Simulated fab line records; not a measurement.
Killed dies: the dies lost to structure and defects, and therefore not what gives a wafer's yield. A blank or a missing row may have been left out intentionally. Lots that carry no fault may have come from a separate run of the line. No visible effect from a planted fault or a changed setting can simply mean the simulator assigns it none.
The same fault as seen by 2 desks | flow sky130 | only its own numbers are on each desk; what lay behind them is given at the end

== AT THE METROLOGY DESK ==
Lot by lot, what the gauges showed, no matter which tool ran the lot: averages of those sampled wafers that carry a number. If a lot's mean is further than 4 standard deviations from the usual mean, the lot is out of limits and carries the mark OUT (the distance appears in the brackets).
Columns: A = LDD_P_TW at SKY_LDD_P_TW_MEAS_11, usual 639; B = LDD_HVP_OVL at SKY_LDD_HVP_OVL_MEAS_07, usual 0.9 nm; C = LOCAL_INTERCONNECT_TIN_THK at SKY_LOCAL_INTERCONNECT_THK_MEAS_02, usual 98.7 nm; D = CONTACT_CVD_00_THK at SKY_CONTACT_THK_MEAS_01, usual 74.5 nm
lot  | first seen here | A              | B    | C     | D
L632 | day 18 23:31    | 648            | -0.0 | 99.9  | 74.4
L634 | day 19 13:19    | 641            | 2.1  | 100.3 | 74.9
L636 | day 20 05:01    | 639            | -0.7 | 97.2  | 74.3
L637 | day 21 00:25    | 644            | 3.6  | 99.1  | 74.2
L638 | day 21 11:43    | 633            | 2.1  | 98.2  | 75.0
L639 | day 21 21:01    | 644            | 0.9  | 97.6  | 73.1
L640 | day 22 06:16    | 634            | 2.5  | 96.5  | 73.3
L641 | day 22 16:22    | 635            | 1.7  | 100.8 | 74.5
L643 | day 23 06:49    | 640            | 0.5  | 98.5  | 75.5
L645 | day 24 04:52    | 641            | 1.5  | 98.9  | 74.3
L647 | day 25 03:09    | 635            | -0.2 | 100.2 | 74.7
L648 | day 25 07:16    | 654            | 1.2  | 97.6  | 74.5
L653 | day 26 12:47    | 660 (+4.9) OUT | -1.0 | 101.0 | 74.2
L655 | day 27 20:19    | 642            | 1.2  | 99.2  | 73.8
This desk's result: L653 out of limits, first on L653 (LDD_P_TW at SKY_LDD_P_TW_MEAS_11), day 26 12:47. L632, L634, L636, L637, L638, L639, L640, L641, L643, L645, L647, L648, L655 stayed within limits.

== AT THE TOOL OWNER'S DESK: implanter-03 ==
The tool's own readings at SKY_LDD_P_IMPLANT_09: means of the sampled wafers that have a number, for each lot that ran on this tool. If a lot's mean is further than 4 standard deviations from the usual mean, the lot is out of limits and carries the mark OUT (the distance appears in the brackets).
Columns: A = dose-ions-cm2 at SKY_LDD_P_IMPLANT_09, usual 1e+13; B = faraday-current-uA at SKY_LDD_P_IMPLANT_09, usual 56.4
lot  | first seen here | A               | B
L636 | day 20 04:47    | 1e+13           | 56.2
L637 | day 21 00:11    | 1e+13           | 55.6
L643 | day 23 06:34    | 1e+13           | 56.1
L645 | day 24 04:38    | 1e+13           | 56.1
L648 | day 25 07:03    | 1e+13 (+92) OUT | 61.3 (+4.1) OUT
L653 | day 26 12:32    | 1e+13 (+93) OUT | 61.9 (+4.6) OUT
This desk finds L648, L653 out of limits, L648 being first, at day 25 07:03 (dose-ions-cm2 at SKY_LDD_P_IMPLANT_09). L636, L637, L643, L645 stayed within limits.

== PUT TOGETHER ==
An alarm could have come from the tool owner's desk at day 25 07:03, on L648, L653.
On L653, the metrology desk was in a position to raise an alarm at day 26 12:47.
The metrology desk holds a record of L648, inside its limits.
Every lot named ran SKY_LDD_P_IMPLANT_09 on implanter-03.

== WHAT THE SIMULATOR PUT IN ==
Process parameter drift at SKY_LDD_P_IMPLANT_09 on implanter-03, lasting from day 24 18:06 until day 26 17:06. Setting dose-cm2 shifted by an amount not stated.
Struck lots among those shown: L648, L653.
Fault start to first reading out of limits, in hours, per desk: tool owner, 13; metrology, 43.
